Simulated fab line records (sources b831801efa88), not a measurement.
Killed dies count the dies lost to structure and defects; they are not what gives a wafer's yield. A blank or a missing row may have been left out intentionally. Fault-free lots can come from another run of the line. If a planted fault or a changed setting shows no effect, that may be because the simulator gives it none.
Which of the tools did it?    flow sky130    6 lots with 18 wafers sampled at 2 steps, on a route of 708 steps

## WHAT THE GAUGES READ, wafer by wafer
SKY_GATE_OXIDE_THK_MEAS_02.
lot   measured      on            GATE_OXIDE_OXIDATION_00_THK (nm)
L975  day 12 22:19  filmMetro-03  10.47 10.71 10.55
L981  day 15 11:04  filmMetro-01  11.62 11.58 11.68
L984  day 16 03:38  filmMetro-02  11.08 11.12 11.28
L991  day 18 12:38  filmMetro-01  10.32 10.16 10.20
L994  day 19 18:43  filmMetro-02  10.44 10.48 10.56
L996  day 20 09:41  filmMetro-02  10.32 10.32 10.27

## EACH LOT AND THE TOOL THAT RAN IT (in order: tool; ch and the chambers of the sampled wafers; start)
lot   SKY_GATE_OXIDE_OXIDATION_01
L975  furnace-02 ch 0, day 12 20:55
L981  furnace-02 ch 0, day 15 09:40
L984  furnace-02 ch 0, day 16 02:14
L991  furnace-01 ch 0, day 18 11:14
L994  furnace-02 ch 0, day 19 17:18
L996  furnace-01 ch 0, day 20 08:16
- SKY_GATE_OXIDE_OXIDATION_01: stabilise 600 s, purge 300 s, target thk 10.268 nm.

## THE ANSWER, worked out from the rows above alone
Rule: the usual values come from the lots themselves. Put in order of their means at a reading, lots are off if they are a third of the lots or fewer, leave a main group of 4 or more, and stand apart from it by a gap of 3 or more times the standard deviation of the main group's means; of several such gaps the widest counts. Not used: any main group whose means are identical at the precision the tables above print for the reading. Also off: a lot with no number at a reading for which 4 or more lots have one. Where the step has rows for the other lots, those lots are counted as sound.
Off: L981, L984, at SKY_GATE_OXIDE_THK_MEAS_02 (GATE_OXIDE_OXIDATION_00_THK). The main group has a mean of 10.40 nm with a standard deviation of 0.14.
A tool fits if, at a process step before that reading, it ran every lot that is off, and no sound lot after the first of them. Gauges at SKY_GATE_OXIDE_THK_MEAS_02: tried the same way as those tools. No candidate that was tried fits.

## WHAT HAD BEEN PUT IN BY THE SIMULATOR
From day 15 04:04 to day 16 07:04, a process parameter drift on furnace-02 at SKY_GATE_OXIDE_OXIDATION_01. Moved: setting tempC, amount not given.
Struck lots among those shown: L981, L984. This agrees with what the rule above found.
